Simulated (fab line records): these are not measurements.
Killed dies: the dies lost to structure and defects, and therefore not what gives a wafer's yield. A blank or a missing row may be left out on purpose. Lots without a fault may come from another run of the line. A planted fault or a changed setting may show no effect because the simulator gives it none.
fab line records | flow sky130
[record] lots = 12 wafers = 36 lastDay = 50
route steps=708 shown FIELD_ISO@1 LDD_N@246 METAL1@450
lots untouched by any fault: they come from a run of this same line in which no faults occurred
startH: hours from the record's first day to the start of the lot's first wafer shown | waitH: hours from the lot's prior step to this one | " repeats the value in the row above | L1.1+2: a single row standing in for several wafers | - no value, or no start was given | * or withheld: withheld | < > ~ a bound
route shown NAME@n: a module of which the file shows steps, and the number in the route of the first | usual: mean/standard deviation of fault-free wafers | same: alike in all rows | chamber/n: place in a boat | sites: per-site readings | _std_site: the standard deviation of these | _edge_site: the outer-site mean with the inner-site mean subtracted | radiusMm: for every site, how far away it sits from the centre of the wafer | mask NAME#n: copy n | behind: the most recent tool/chamber to have shaped the wafer | hold: why the lot went on hold/how many hours it stayed there/how the hold came to an end | device: which transistor (n, p or np) failed to switch | end of line: the tests these same wafers got at the end of their route | a step without rows: its recipe alone | killed: at the first sort, the dies lost to defects and structure; wafer yield is something else | map: dies across one wafer; x = killed, . = not, _ = none there
set.NAME: the run value of the setting; set.NAME@STEP: its run value at that earlier step | model.NAME: the simulator's own value behind a step, which no gauge read
route steps across a sampled set of lots; one table per step, one row per wafer
services: from which hour (startH, from the record's first day; less than 0 if before it) a tool's chamber was out of use, for how many hours, and why
[[steps]]
[step SKY_FIELD_ISO_BOW_MEAS_00]
[recipe] mode = bow
[usual] INCOMING_BOW = -1/5.8
// columns lot.wafer tool chamber startH waitH INCOMING_BOW[um]
L423.1 filmMetro-04 - 20.00 - -9
L423.2 " - " " -2
L423.3 " - " " -2
L426.1 filmMetro-04 - 35.00 - 12
L426.3 " - " " -1
L426.5 " - " " -13
L428.3 filmMetro-01 - 45.04 - -1
L428.4 " - " " 9
L428.5 " - " " 3
L429.3 filmMetro-04 - 50.04 - 4
L429.4 " - " " 13
L429.5 " - " " -5
L431.2 filmMetro-01 - 60.02 - -1
L431.3 " - " " -3
L431.5 " - " " -2
L436.2 filmMetro-03 - 85.02 - -6
L436.3 " - " " -6
L436.4 " - " " -9
L437.2 filmMetro-03 - 90.02 - -2
L437.3 " - " " -14
L437.6 " - " " 7
L438.1 filmMetro-03 - 95.00 - 0
L438.4 " - " " -12
L438.6 " - " " 2
L439.1 filmMetro-03 - 100.00 - 6
L439.2 " - " " -7
L439.3 " - " " -8
L440.2 filmMetro-04 - 105.02 - -3
L440.4 " - " " 6
L440.5 " - " " 11
L442.1 filmMetro-03 - 115.00 - -2
L442.3 " - " " 4
L442.4 " - " " 2
L444.2 filmMetro-01 - 125.02 - -13
L444.5 " - " " 0
L444.6 " - " " -2
[step SKY_FIELD_ISO_THK_MEAS_04]
[recipe] reads = Si3N4_of_FIELD_ISO_CVD_03
[usual] FIELD_ISO_CVD_03_THK = 164.9/1.7
// columns lot.wafer tool chamber startH waitH FIELD_ISO_CVD_03_THK[nm]
L423.1 filmMetro-03 - 23.99 0.0 165.6
L423.2 " - " " 167.4
L423.3 " - " " 164.4
L426.1 filmMetro-04 - 41.25 0.0 168.4
L426.3 " - " " 167.9
L426.5 " - " " 168.2
L428.3 filmMetro-04 - 52.19 0.0 162.9
L428.4 " - " " 161.0
L428.5 " - " " 161.8
L429.3 filmMetro-03 - 58.72 0.0 163.9
L429.4 " - " " 164.1
L429.5 " - " " 164.0
L431.2 filmMetro-01 - 67.00 0.0 164.2
L431.3 " - " " 163.9
L431.5 " - " " 163.4
L436.2 filmMetro-03 - 91.37 0.0 163.0
L436.3 " - " " 163.6
L436.4 " - " " 163.5
L437.2 filmMetro-01 - 96.87 0.0 165.6
L437.3 " - " " 165.0
L437.6 " - " " 166.3
L438.1 filmMetro-04 - 100.32 0.0 166.3
L438.4 " - " " 164.6
L438.6 " - " " 165.0
L439.1 filmMetro-01 - 104.76 0.0 165.4
L439.2 " - " " 165.2
L439.3 " - " " 166.5
L440.2 filmMetro-04 - 109.36 0.0 168.0
L440.4 " - " " 166.5
L440.5 " - " " 165.8
L442.1 filmMetro-04 - 118.48 0.0 166.9
L442.3 " - " " 166.1
L442.4 " - " " 167.3
L444.2 filmMetro-01 - 130.58 0.0 165.4
L444.5 " - " " 164.8
L444.6 " - " " 165.3
[step SKY_LDD_N_IMPLANT_09]
[recipe] species = As energyKev = 20 doseCm2 = 7.5e+13 tiltDeg = withheld rotationDeg = 113
// columns lot.wafer tool chamber startH waitH
L423.1+2+3 implanter-02 0 410.03 0.1
L428.3+4+5 implanter-01 0 466.63 0.1
L428.3+4+5 implanter-01 0 466.95 0.3
L426.1+3+5 implanter-02 0 466.88 0.1
L426.1+3+5 implanter-02 0 467.20 0.3
L429.3+4+5 implanter-02 0 482.28 0.1
L429.3+4+5 implanter-02 0 482.60 0.3
L431.2+3+5 implanter-01 0 505.64 0.1
L436.2+3+4 implanter-04 0 536.89 0.1
L437.2+3+6 implanter-01 0 542.69 0.1
L438.1+4+6 implanter-01 0 552.46 0.1
L439.1+2+3 implanter-04 0 556.98 0.1
L440.2+4+5 implanter-04 0 574.31 0.1
L442.1+3+4 implanter-01 0 588.36 0.1
L444.2+5+6 implanter-04 0 598.56 0.1
[step SKY_LDD_N_STRIP_16]
[recipe] chemistry = O2/N2 powerW = 1400 pressureMtorr = 1500 platenTempC = withheld o2FlowSccm = 3000 n2FlowSccm = 300 overashFraction = 0.5
[usual] drypumpMotorCurrentA = 5.6/0.62 oesProductAu = 0.407/0.0054 stripTimeToEndpointS = 4.319/0.017
// columns lot.wafer tool chamber startH waitH drypumpMotorCurrentA oesProductAu rfHoursCounterH stripTimeToEndpointS
L423.1 plasmaAsher-04 0 411.13 0.2 4.9 0.408 31 4.318
L423.2 " 1 " " 6.2 0.408 31 4.333
L423.3 " 0 " " 4.9 0.399 - 4.326
L428.3 plasmaAsher-01 1 468.27 0.1 6.3 0.399 - 4.501
L428.4 " 0 " " 5.2 0.411 - 4.519
L428.5 " 0 " " 5.2 0.401 - 4.531
L426.1 plasmaAsher-03 1 468.32 0.2 5.9 0.411 3 4.544
L426.3 " 1 " " 5.8 0.415 - 4.540
L426.5 " 0 " " 4.8 0.411 - 4.525
L429.3 plasmaAsher-01 0 483.63 0.1 5.1 0.410 - 4.545
L429.4 " 1 " " 6.3 0.400 - 4.529
L429.5 " 0 " " 5.1 0.401 - 4.549
L431.2 plasmaAsher-01 1 506.67 0.1 6.3 0.407 65 4.300
L431.3 " 0 " " 5.1 0.400 - 4.301
L431.5 " 0 " " 5.1 0.411 - 4.321
L436.2 plasmaAsher-01 0 537.92 0.1 5.1 0.412 68 4.329
L436.3 " 0 " " 5.2 0.400 - 4.312
L436.4 " 1 " " 6.3 0.409 - 4.326
L437.2 plasmaAsher-01 1 543.72 0.1 6.3 0.403 68 4.331
L437.3 " 1 " " 6.3 0.409 - 4.336
L437.6 " 1 " " 6.3 0.414 - 4.328
L438.1 plasmaAsher-03 0 553.51 0.1 4.8 0.410 11 4.338
L438.4 " 0 " " 4.8 0.415 - 4.321
L438.6 " 0 " " 4.8 0.403 - 4.309
L439.1 plasmaAsher-04 0 558.03 0.1 4.9 0.406 47 4.305
L439.2 " 1 " " 6.2 0.404 47 4.306
L439.3 " 1 " " 6.2 0.405 - 4.302
L440.2 plasmaAsher-01 1 575.33 0.1 6.3 0.405 71 4.317
L440.4 " 0 " " 5.2 0.407 - 4.305
L440.5 " 1 " " 6.3 0.412 - 4.291
L442.1 plasmaAsher-04 0 589.41 0.1 4.9 0.400 50 4.304
L442.3 " 1 " " 6.2 0.406 - 4.307
L442.4 " 0 " " 4.9 0.411 - 4.283
L444.2 plasmaAsher-01 0 599.58 0.1 5.1 0.415 74 4.315
L444.5 " 0 " " 5.2 0.411 - 4.298
L444.6 " 1 " " 6.3 0.412 - 4.305
[step SKY_LDD_N_TW_MEAS_17]
[usual] LDD_N_TW = 2603/29
// columns lot.wafer tool chamber startH waitH LDD_N_TW
L423.1 filmMetro-03 - 411.23 0.1 2587
L423.2 " - " " 2596
L423.3 " - " " 2576
L428.3 filmMetro-03 - 468.35 0.1 2697
L428.4 " - " " 2702
L428.5 " - " " 2694
L426.1 filmMetro-04 - 468.42 0.1 2749
L426.3 " - " " 2751
L426.5 " - " " 2752
L426.1 filmMetro-04 - 468.65 0.2 2760
L426.3 " - " " 2757
L426.5 " - " " 2755
L429.3 filmMetro-04 - 483.80 0.1 2747
L429.4 " - " " 2741
L429.5 " - " " 2739
L429.3 filmMetro-04 - 484.02 0.2 2760
L429.4 " - " " 2741
L429.5 " - " " 2743
L431.2 filmMetro-01 - 506.78 0.1 2570
L431.3 " - " " 2565
L431.5 " - " " 2570
L436.2 filmMetro-01 - 538.03 0.1 2569
L436.3 " - " " 2582
L436.4 " - " " 2577
L437.2 filmMetro-04 - 543.83 0.1 2653
L437.3 " - " " 2661
L437.6 " - " " 2653
L438.1 filmMetro-03 - 553.61 0.1 2565
L438.4 " - " " 2575
L438.6 " - " " 2571
L439.1 filmMetro-04 - 558.13 0.1 2621
L439.2 " - " " 2641
L439.3 " - " " 2629
L440.2 filmMetro-01 - 575.44 0.1 2571
L440.4 " - " " 2580
L440.5 " - " " 2589
L442.1 filmMetro-03 - 589.51 0.1 2572
L442.3 " - " " 2592
L442.4 " - " " 2569
L444.2 filmMetro-03 - 599.69 0.1 2582
L444.5 " - " " 2589
L444.6 " - " " 2600
[step SKY_METAL1_OVL_MEAS_16]
[usual] METAL1_OVL = -3/5.5
// columns lot.wafer tool chamber startH waitH METAL1_OVL[nm]
L423.1 overlay-02 - 774.60 0.1 -6
L423.2 " - " " -7
L423.3 " - " " -5
L428.3 overlay-02 - 821.71 0.1 2
L428.4 " - " " 0
L428.5 " - " " 2
L426.1 overlay-02 - 823.05 0.1 -7
L426.3 " - " " -5
L426.5 " - " " -15
L429.3 overlay-01 - 833.91 0.1 6
L429.4 " - " " 1
L429.5 " - " " 7
L431.2 overlay-01 - 856.36 0.1 -4
L431.3 " - " " -2
L431.5 " - " " -3
L436.2 overlay-01 - 881.32 0.1 0
L436.3 " - " " -5
L436.4 " - " " -3
L437.2 overlay-01 - 883.96 0.1 -4
L437.3 " - " " -1
L437.6 " - " " 1
L438.1 overlay-02 - 893.87 0.1 0
L438.4 " - " " -6
L438.6 " - " " -4
L439.1 overlay-01 - 894.70 0.1 -4
L439.2 " - " " -4
L439.3 " - " " 1
L440.2 overlay-01 - 912.77 0.1 16
L440.4 " - " " 4
L440.5 " - " " -2
L442.1 overlay-02 - 922.20 0.1 6
L442.3 " - " " -4
L442.4 " - " " -10
L444.2 overlay-01 - 932.70 0.1 2
L444.5 " - " " -2
L444.6 " - " " 4
[[services]]
// columns tool chamber startH hours kind
plasmaAsher-01 - 399.42 15.6 pm
plasmaAsher-03 - 402.37 28.1 pm
plasmaAsher-03 - 430.47 9.0 pm
plasmaAsher-03 0 430.47 9.0 ventCycle
plasmaAsher-03 1 430.47 9.0 ventCycle
plasmaAsher-03 0 439.47 - clean
plasmaAsher-03 1 439.47 - clean
implanter-01 - 459.96 3.3 pm
plasmaAsher-03 - 475.91 0.8 repair
implanter-04 - 480.13 4.5 pm
implanter-02 - 491.67 4.3 pm
implanter-04 - 492.84 2.3 repair
implanter-01 - 506.77 0.8 repair
implanter-01 - 593.57 13.9 pm
[[key]]
[firstSign] step = SKY_LDD_N_IMPLANT_09 reading = visit direction = added
[effect] step = SKY_LDD_N_STRIP_16 reading = stripTimeToEndpointS direction = up sigmas = 13 usual = * struck = *
[effect] step = SKY_LDD_N_TW_MEAS_17 reading = visit direction = added
metAt SKY_LDD_N_IMPLANT_09
struckLots L426,L428,L429
testerLeftOut L426,L428,L429
notActingAt SKY_FIELD_ISO_BOW_MEAS_00,SKY_FIELD_ISO_THK_MEAS_04,SKY_METAL1_OVL_MEAS_16
[fault] kind = repeatedStepWhole tool = implanter-01,implanter-02,implanter-04 chamber = - onsetH = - steps = SKY_LDD_N_IMPLANT_09 times = 1 scope = struckLotsOnly
// testerLeftOut: of these lots the tester's yield and bins aren't shown, on N5 and GAA mostly nor the transistor test; their killed dies are dies lost to structure and defects alone, not to doping, threshold or leakage, so they don't give the yield
